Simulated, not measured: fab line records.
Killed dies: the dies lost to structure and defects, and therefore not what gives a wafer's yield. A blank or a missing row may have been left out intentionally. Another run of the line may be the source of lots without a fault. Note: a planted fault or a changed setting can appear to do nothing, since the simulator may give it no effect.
The tool behind it: which one? || flow sky130 || 12 lots with 36 wafers sampled at 4 steps, on a route of 708 steps

## WHAT EACH GAUGE READ, for each wafer
SKY_FIELD_ISO_CD_MEAS_13: the cd target is 150 nm.
{"lot": "L119", "measured": "day 2 15:33", "on": "cd sem-02", "cd nm (nm)": "148.7 150.3 149.3"}
{"lot": "L120", "measured": "day 3 00:49", "on": "cd sem-01", "cd nm (nm)": "150.7 148.6 148.2"}
{"lot": "L122", "measured": "day 3 09:47", "on": "cd sem-01", "cd nm (nm)": "150.2 149.3 150.4"}
{"lot": "L124", "measured": "day 3 17:37", "on": "cd sem-02", "cd nm (nm)": "151.2 149.6 149.6"}
{"lot": "L125", "measured": "day 3 21:26", "on": "cd sem-02", "cd nm (nm)": "150.9 149.6 151.0"}
{"lot": "L128", "measured": "day 4 13:43", "on": "cd sem-02", "cd nm (nm)": "148.0 147.1 147.4"}
{"lot": "L129", "measured": "day 4 19:10", "on": "cd sem-02", "cd nm (nm)": "149.3 148.0 148.6"}
{"lot": "L131", "measured": "day 5 05:55", "on": "cd sem-01", "cd nm (nm)": "151.6 150.6 150.6"}
{"lot": "L132", "measured": "day 5 11:24", "on": "cd sem-02", "cd nm (nm)": "150.2 151.1 151.4"}
{"lot": "L133", "measured": "day 5 16:20", "on": "cd sem-01", "cd nm (nm)": "150.4 152.3 152.1"}
{"lot": "L134", "measured": "day 5 20:22", "on": "cd sem-01", "cd nm (nm)": "151.6 153.1 151.0"}
{"lot": "L135", "measured": "day 6 01:23", "on": "cd sem-01", "cd nm (nm)": "148.4 151.4 150.6"}

SKY_VT_ADJUST_NCORE_TW_MEAS_11.
{"lot": "L119", "measured": "day 9 08:08", "on": "film metro-03", "VT_ADJUST_NCORE_TW": "218.8 220.1 220.0"}
{"lot": "L120", "measured": "day 9 12:52", "on": "film metro-01", "VT_ADJUST_NCORE_TW": "218.6 217.7 217.2"}
{"lot": "L122", "measured": "day 10 12:33", "on": "film metro-03", "VT_ADJUST_NCORE_TW": "218.8 219.4 218.2"}
{"lot": "L124", "measured": "day 10 14:56", "on": "film metro-03", "VT_ADJUST_NCORE_TW": "219.2 218.8 218.9"}
{"lot": "L125", "measured": "day 11 01:00", "on": "film metro-01", "VT_ADJUST_NCORE_TW": "220.0 220.8 221.2"}
{"lot": "L128", "measured": "day 11 18:50", "on": "film metro-01", "VT_ADJUST_NCORE_TW": "219.9 220.6 219.7"}
{"lot": "L129", "measured": "day 12 05:53", "on": "film metro-03", "VT_ADJUST_NCORE_TW": "220.9 218.6 220.2"}
{"lot": "L131", "measured": "day 12 15:52", "on": "film metro-01", "VT_ADJUST_NCORE_TW": "220.4 219.3 219.2"}
{"lot": "L132", "measured": "day 13 03:41", "on": "film metro-01", "VT_ADJUST_NCORE_TW": "220.0 219.3 220.5"}
{"lot": "L133", "measured": "day 13 08:23", "on": "film metro-03", "VT_ADJUST_NCORE_TW": "217.5 217.1 218.7"}
{"lot": "L134", "measured": "day 13 12:52", "on": "film metro-01", "VT_ADJUST_NCORE_TW": "219.3 219.1 218.8"}
{"lot": "L135", "measured": "day 13 17:49", "on": "film metro-01", "VT_ADJUST_NCORE_TW": "219.2 218.4 219.1"}

SKY_GATE_OXIDE_TW_MEAS_14.
{"lot": "L119", "measured": "day 14 14:00", "on": "film metro-04", "GATE_OXIDE_TW": "221.8 221.3 221.5"}
{"lot": "L120", "measured": "day 14 20:06", "on": "film metro-02", "GATE_OXIDE_TW": "224.4 223.8 224.0"}
{"lot": "L122", "measured": "day 16 00:13", "on": "film metro-02", "GATE_OXIDE_TW": "223.2 224.1 224.4"}
{"lot": "L124", "measured": "day 16 04:56", "on": "film metro-02", "GATE_OXIDE_TW": "224.7 226.4 224.8"}
{"lot": "L125", "measured": "day 16 17:04", "on": "film metro-04", "GATE_OXIDE_TW": "221.4 221.9 220.5"}
{"lot": "L128", "measured": "day 17 15:54", "on": "film metro-02", "GATE_OXIDE_TW": "224.3 223.9 224.4"}
{"lot": "L129", "measured": "day 18 04:55", "on": "film metro-02", "GATE_OXIDE_TW": "224.7 224.6 224.2"}
{"lot": "L131", "measured": "day 18 16:52", "on": "film metro-04", "GATE_OXIDE_TW": "221.3 220.6 221.2"}
{"lot": "L132", "measured": "day 19 07:45", "on": "film metro-03", "GATE_OXIDE_TW": "223.6 222.6 222.8"}
{"lot": "L133", "measured": "day 19 14:02", "on": "film metro-04", "GATE_OXIDE_TW": "197.4 196.4 197.1"}
{"lot": "L134", "measured": "day 19 16:50", "on": "film metro-04", "GATE_OXIDE_TW": "199.4 197.7 197.7"}
{"lot": "L135", "measured": "day 19 23:49", "on": "film metro-04", "GATE_OXIDE_TW": "220.5 221.0 220.3"}

## TOOL THAT RAN EACH LOT (tool first, then ch and the chambers of the sampled wafers, then the start)
{"lot": "L119", "SKY_GATE_OXIDE_IMPLANT_11": "implanter-03 ch 0, day 14 13:38"}
{"lot": "L120", "SKY_GATE_OXIDE_IMPLANT_11": "implanter-03 ch 0, day 14 19:44"}
{"lot": "L122", "SKY_GATE_OXIDE_IMPLANT_11": "implanter-03 ch 0, day 15 23:53"}
{"lot": "L124", "SKY_GATE_OXIDE_IMPLANT_11": "implanter-03 ch 0, day 16 04:37"}
{"lot": "L125", "SKY_GATE_OXIDE_IMPLANT_11": "implanter-01 ch 0, day 16 16:43"}
{"lot": "L128", "SKY_GATE_OXIDE_IMPLANT_11": "implanter-01 ch 0, day 17 15:32"}
{"lot": "L129", "SKY_GATE_OXIDE_IMPLANT_11": "implanter-03 ch 0, day 18 04:34"}
{"lot": "L131", "SKY_GATE_OXIDE_IMPLANT_11": "implanter-03 ch 0, day 18 16:31"}
{"lot": "L132", "SKY_GATE_OXIDE_IMPLANT_11": "implanter-01 ch 0, day 19 07:23"}
{"lot": "L133", "SKY_GATE_OXIDE_IMPLANT_11": "implanter-03 ch 0, day 19 13:43"}
{"lot": "L134", "SKY_GATE_OXIDE_IMPLANT_11": "implanter-03 ch 0, day 19 16:29"}
{"lot": "L135", "SKY_GATE_OXIDE_IMPLANT_11": "implanter-01 ch 0, day 19 23:29"}
- SKY_GATE_OXIDE_IMPLANT_11

## AS READ BY THE TOOLS THEMSELVES (means over the sampled wafers that have a number; for cases with no such wafer, the mark the record gives instead)
SKY_GATE_OXIDE_IMPLANT_11.
{"lot": "L119", "tool": "implanter-03", "dose ions cm2": 2.6016e+12, "faraday current uA": 14.50}
{"lot": "L120", "tool": "implanter-03", "dose ions cm2": 2.5986e+12, "faraday current uA": 14.54}
{"lot": "L122", "tool": "implanter-03", "dose ions cm2": 2.5970e+12, "faraday current uA": 14.57}
{"lot": "L124", "tool": "implanter-03", "dose ions cm2": 2.6019e+12, "faraday current uA": 15.06}
{"lot": "L125", "tool": "implanter-01", "dose ions cm2": 2.5964e+12, "faraday current uA": 14.82}
{"lot": "L128", "tool": "implanter-01", "dose ions cm2": 2.5972e+12, "faraday current uA": 14.67}
{"lot": "L129", "tool": "implanter-03", "dose ions cm2": 2.5970e+12, "faraday current uA": 14.58}
{"lot": "L131", "tool": "implanter-03", "dose ions cm2": 2.6005e+12, "faraday current uA": 14.73}
{"lot": "L132", "tool": "implanter-01", "dose ions cm2": 2.6025e+12, "faraday current uA": 14.91}
{"lot": "L133", "tool": "implanter-03", "dose ions cm2": 1.7478e+12, "faraday current uA": 10.08}
{"lot": "L134", "tool": "implanter-03", "dose ions cm2": 1.7505e+12, "faraday current uA": 9.79}
{"lot": "L135", "tool": "implanter-01", "dose ions cm2": 2.5974e+12, "faraday current uA": 14.50}

## THE ANSWER, worked out from the rows above alone
Rule: the usual values come from the lots themselves. The widest of any qualifying gaps counts: lots, ordered by their means at a reading, are off when they make up no more than a third of the lots, leave a main group of 4 or more, and stand apart from it by 3 or more times the standard deviation of that group's means. A main group is skipped when, at the precision printed for the reading in the tables above, its means are all equal. A lot without any number at a reading at which 4 lots or more have one is off too. All remaining lots with rows at the step are treated as sound. Order of review: gauges by route order, followed by the tools' own readings, for which a lot's mean as printed above is used. The first step at which some lot is off is used, and at that step the reading that is off furthest; a lot without a number counts as furthest.
Off: at SKY_GATE_OXIDE_TW_MEAS_14 (GATE_OXIDE_TW), L133, L134. For the main group the mean is 222.9 and the standard deviation 1.6.
A tool fits if, at a process step before that reading, it ran every lot that is off, and no sound lot after the first of them. The gauges at SKY_GATE_OXIDE_TW_MEAS_14 aren't tried: what is off there is off at SKY_GATE_OXIDE_IMPLANT_11 too, on other tools, and a gauge's error can't cause that. One fits: implanter-03 at SKY_GATE_OXIDE_IMPLANT_11. Its last sound lot is L131 (day 18 16:31), its first lot that is off L133 (day 19 13:43): a fault that began between those two fits.
The tool's own readings at SKY_GATE_OXIDE_IMPLANT_11 bear it out: on the lots that are off they differ by more than 5 times the standard deviation of the sound lots' means. dose ions cm2 reads 1.7492e+12 there against 2.5990e+12 on the sound lots; faraday current uA reads 9.93 there against 14.69 on the sound lots.

## WHAT THE SIMULATOR PUT IN
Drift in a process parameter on implanter-03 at SKY_GATE_OXIDE_IMPLANT_11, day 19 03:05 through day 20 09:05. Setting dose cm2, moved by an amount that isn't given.
Shown lots that were struck: L133, L134. Same finding as the rule above.
